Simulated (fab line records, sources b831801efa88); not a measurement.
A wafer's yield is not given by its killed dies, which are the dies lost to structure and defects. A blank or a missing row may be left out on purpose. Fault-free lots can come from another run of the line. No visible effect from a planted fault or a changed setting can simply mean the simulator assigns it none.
Code-filled problem report in 8D (eight disciplines) form    flow sky130    the parts of the form that need people (team, actions taken, sign-off) are left out

1. PROBLEM STATEMENT
Mean of chamberPressureMTorr at SKY_VIA3_STRIP_16: 1801.0 mTorr across 3 wafers in 2 lots; on wafers with no fault it is 1499.8 mTorr (standard deviation 1.2). So: +99 or more standard deviations from the usual mean.
The step: strips in O2/N2.
First seen on wafer L463.3, day 44 14:17, on plasmaAsher-03. The record holds 39 wafers of 13 lots with a number at this step. Rule for "out" (also "out of limits"): further than 4 standard deviations from the usual mean. Any other wafer with a number is counted as sound.

2. WHAT IT IS; WHAT IT IS NOT
question                     is                      is not
which readings at this step  chamberPressureMTorr    drypumpMotorCurrentA, oesProductAu
which lots                   L463, L465              L447, L448, L449, L450, L451, L453, L456, L457, L458, L460, L469
which wafers of those lots   L463.3, L465.3, L465.6  L463.1, L463.5, L465.5
read on which tools          plasmaAsher-03          plasmaAsher-01, plasmaAsher-02
when                         from day 44 14:17       up to then (32 sound wafers); but 4 sound wafers of L465, L469 came after

3. WHAT RULES OUT EACH SUSPECT
Counting: if a tool at a process step up to the reading ran every lot that is out, it stays a suspect. Sound lots after the first of them don't rule it out here, since some wafers of a struck lot are sound.
- plasmaAsher-03 at SKY_VIA3_STRIP_16 (strips in O2/N2): kept. Ran every lot that is out, first one L463 (day 44 14:17); last sound lot up to then L457 (day 42 21:35). On those wafers its own readings are out: chamberPressureMTorr.
- Within plasmaAsher-03 at SKY_VIA3_STRIP_16, the wafers that are out were processed in chamber 1 and their sound lot-mates in chamber 0.
The count leaves plasmaAsher-03 at SKY_VIA3_STRIP_16.

4. THE CAUSE (what the simulator had put in)
plasmaAsher-03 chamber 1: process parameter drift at SKY_VIA3_STRIP_16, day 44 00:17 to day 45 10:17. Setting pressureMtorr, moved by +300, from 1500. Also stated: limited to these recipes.
This tool alone remained once counting was done.

5. THE CHAIN OF EFFECTS, in route order
Each row: a reading where the mean over the struck wafers with a number is more than 3 standard deviations away from the usual. Readings are gone through only where the record gives a usual standard deviation; hours: the median, over the lots, of the time from a lot's start at the first step in this table giving one to that lot's start at this step; sigmas: the change measured in usual standard deviations.
hours  step               reading               usual         on struck wafers  change  sigmas
0      SKY_VIA3_STRIP_16  chamberPressureMTorr  1499.8 mTorr  1801.0            +301.2  +99 or more
0      SKY_VIA3_STRIP_16  stripTimeToEndpointS  4.133 s       4.001             -0.132  -4.6
The process steps in it:
- SKY_VIA3_STRIP_16: strips in O2/N2.

6. HOW IT WOULD HAVE BEEN CAUGHT EARLIER
14 hours passed between the start of the fault at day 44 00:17 and the first reading out of limits in this record, taken at day 44 14:17.
